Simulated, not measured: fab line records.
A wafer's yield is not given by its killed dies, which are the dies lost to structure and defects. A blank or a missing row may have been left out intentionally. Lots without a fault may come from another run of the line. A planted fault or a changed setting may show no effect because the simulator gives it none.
Chamber matching ; flow gf180mcu ; 4 sister chambers for GF_V1_CMP_04 on cmp-02
The step polishes SiO2. 27 wafers are shown with their chamber, then 12 later ones without.

WAFERS PAIRED WITH THEIR CHAMBERS
wafer;chamber;motor-current-A (A);time-to-endpoint-s (s)
L075.2;1;11.0;78
L075.5;3;10.7;89
L075.6;0;10.2;93
L079.2;3;11.2;80
L079.5;3;11.8;89
L079.6;2;11.8;79
L082.3;0;11.1;79
L082.4;3;11.5;80
L082.5;1;11.2;76
L084.4;3;11.4;86
L084.5;0;9.8;84
L084.6;3;11.9;90
L085.1;3;11.3;82
L085.2;2;11.7;88
L085.4;0;10.8;86
L086.2;0;10.6;82
L086.3;3;11.5;85
L086.4;2;11.9;87
L089.1;0;10.8;81
L089.2;3;11.9;78
L089.3;2;12.0;77
L090.1;1;11.3;77
L090.4;2;12.0;80
L090.5;2;12.4;85
L092.4;2;12.1;83
L092.5;0;10.8;88
L092.6;3;11.6;83

SIGNATURES (averages over the wafers above)
reading;chamber 0;chamber 1;chamber 2;chamber 3;scatter within a chamber
motor-current-A;10.586;11.167;11.986;11.480;0.344
time-to-endpoint-s;84.71;77.00;82.71;84.20;4.2
Rule: a wafer's distance from a chamber is the root of the sum, over the readings, of the square of ((its reading less the chamber's mean) divided by the reading's scatter). The wafer belongs to the nearest chamber; if the next one is less than 2 further off, it can't be placed. The scatter: take each reading less its chamber's mean, square it, sum over the shown wafers, divide by the number of wafers less the number of chambers, and take the root.

WAFERS WITH NO CHAMBER GIVEN
wafer;motor-current-A (A);time-to-endpoint-s (s)
L093.2;10.5;77
L093.3;12.5;79
L093.4;11.4;89
L094.1;10.5;90
L094.2;11.0;79
L094.3;11.9;88
L096.1;11.2;71
L096.2;10.3;78
L096.5;11.9;81
L097.1;11.0;75
L097.3;11.3;73
L097.6;10.7;78

WHICH CHAMBER EACH ONE RAN IN
wafer;from the rows above;in truth
L093.2;can't be placed: 0 or 1 or 3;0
L093.3;can't be placed: 2 or 3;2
L093.4;can't be placed: 3 or 2 or 0 or 1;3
L094.1;can't be placed: 0 or 3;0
L094.2;can't be placed: 1 or 0 or 3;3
L094.3;can't be placed: 2 or 3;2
L096.1;can't be placed: 1 or 3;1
L096.2;can't be placed: 0 or 1 or 3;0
L096.5;can't be placed: 2 or 3 or 1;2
L097.1;can't be placed: 1 or 3 or 0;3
L097.3;can't be placed: 1 or 3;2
L097.6;can't be placed: 1 or 0 or 3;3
0 of 12 placed correctly. Unplaceable from these rows: 12, with the true chamber sitting among the candidates in 11. Placed wrongly: 0.
